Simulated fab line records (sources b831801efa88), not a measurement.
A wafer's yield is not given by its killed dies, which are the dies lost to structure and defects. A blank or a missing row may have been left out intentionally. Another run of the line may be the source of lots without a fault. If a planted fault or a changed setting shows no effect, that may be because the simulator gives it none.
A lot that was struck, set against a sound lot | flow sky130 | 15 out of 708 route steps
Sound: these wafers, L373.2, L373.3, L373.6. Wafers L372.1, L372.2, L372.5 were the ones struck. At the end, the cause is stated.
Per side, at each step with rows, come the tool, then ch with its chambers, and then its first start. Under that, the readings that differ: sound wafers | struck wafers | difference of the means | sigmas: that difference in standard deviations of wafers without a fault.
alike: same words and numbers on both sides, and readings whose means sit less than 2 such deviations apart. not compared: any withheld reading, any reading some wafer has no value for, any bound like >300 that may hide the same value, and any number with overlapping values for which the record gives no deviation.
Wherever a step has rows on one side only, a row that says differs or no value, or a row with sigmas, the two part there. When numbers do not overlap yet have no deviation, they are printed without sigmas and do not part them. Lack of a reading on every wafer of one side parts them only where that side has two or more wafers.

first, 8 steps without rows for these wafers: SKY_VIA1_DEHYDRATE_04 (time 60 s); SKY_VIA1_HMDS_05 (prime time 60 s); SKY_VIA1_COAT_06 (resist thk 60 nm); SKY_VIA1_COAT_07 (resist thk 450 nm); SKY_VIA1_SOFTBAKE_08 (time 90 s); SKY_VIA1_EXPOSE_09 (exposes mask VIM, target cd 150 nm); SKY_VIA1_PEB_10; SKY_VIA1_DEVELOP_11 (develop time 60 s).
SKY_VIA1_CD_MEAS_12: target cd 150 nm.
  sound on cd-sem-02 at day 37 06:22; struck on cd-sem-02 at day 36 10:47
  alike: cd-nm
SKY_VIA1_OVL_MEAS_13:
  sound on overlay-01 at day 37 06:28; struck on overlay-01 at day 36 10:55
  alike: VIA1_OVL
SKY_VIA1_ETCH_14: etches BARC in N2/H2, stops on SiO2, time 45.9 s, target depth 60 nm.
  sound on rie-diel-03 ch 1,2,3, day 37 06:29; struck on rie-diel-04 ch 0,2, day 36 10:57
  alike: bias-w, drypump-motor-current-A, oes-product-au, throttle-valve-pct
  not compared: rf-hours-counter-h
SKY_VIA1_ETCH_15: etches SiO2 in C4F8/O2/Ar, stops on TiN, target depth 351 nm, time 54 s.
  sound on rie-diel-03 ch 1,2,3, day 37 06:32; struck on rie-diel-04 ch 0,2, day 36 10:59
  reading    | sound          | struck         | difference | sigmas
  bias-w (W) | 1198 1188 1198 | 1202 1205 1200 | +8         | +2
  alike: oes-product-au
SKY_VIA1_STRIP_16: strips in O2/N2.
  sound on plasma-asher-03 ch 0,1, day 37 06:35; struck on plasma-asher-03 ch 0,1, day 36 11:02
  no value came back on the struck wafers for any of 5 readings (chamber-pressure-mTorr (mTorr), drypump-motor-current-A (A) and others); on the sound wafers chamber-pressure-mTorr (mTorr) reads 1500.0 1499.4 1501.7
  reading                                     | sound | struck            | difference | sigmas
  model.KrF-thick_of_VIA1_COAT_07.thk-nm (nm) | 0 0 0 | 319.6 320.4 319.9 | +320.0     |
  not compared: rf-hours-counter-h
then, 1 step without rows for these wafers: SKY_VIA1_STRIP_17 (strips in post etch residue remover, time 1200 s).
-- the record jumps here: 11 days lie between the struck wafers' starts before and after (it left off in module VIA1 and takes up again in module PAD_OPEN, whose first step shown is number 708 of the route) --
SKY_PAD_OPEN_PROBE_99:
  sound on prober-01 at day 48 06:51; struck on prober-02 at day 47 15:35
  reading                  | sound          | struck         | difference | sigmas
  defect-limited-yield (%) | 80.9 80.3 80.5 | 0 0 0          | -81        | -45
  killed_at_M0_to_M3       | 48 47 51       | 448 447 452    | +400       | +62
  killed-at-other          | 0 0 1          | 1 2 2          | +1         | +3
  killed-dies              | 94 97 96       | 492 492 492    | +396       | +45
  killed-on-rim            | 16 21 24       | 96 96 96       | +76        | +20
  sort_bin_5_function (%)  | 10.8 11.2 11.2 | 93.5 93.7 94.5 | +82.8      | +59
  sort-n-pass              | 398 395 396    | 0 0 0          | -396       | -45
  sort-yield-pct (%)       | 80.9 80.3 80.5 | 0 0 0          | -81        | -45
  alike: killed_at_M4_up, killed-at-contacts, killed-at-front-end, killed-open, killed-short, sort_bin_3_pad_short, sort_bin_6_memory

## WHERE THEY PART
Last at SKY_PAD_OPEN_PROBE_99 as far as this record goes, first at SKY_VIA1_ETCH_15.

WHY: whatever the simulator had introduced
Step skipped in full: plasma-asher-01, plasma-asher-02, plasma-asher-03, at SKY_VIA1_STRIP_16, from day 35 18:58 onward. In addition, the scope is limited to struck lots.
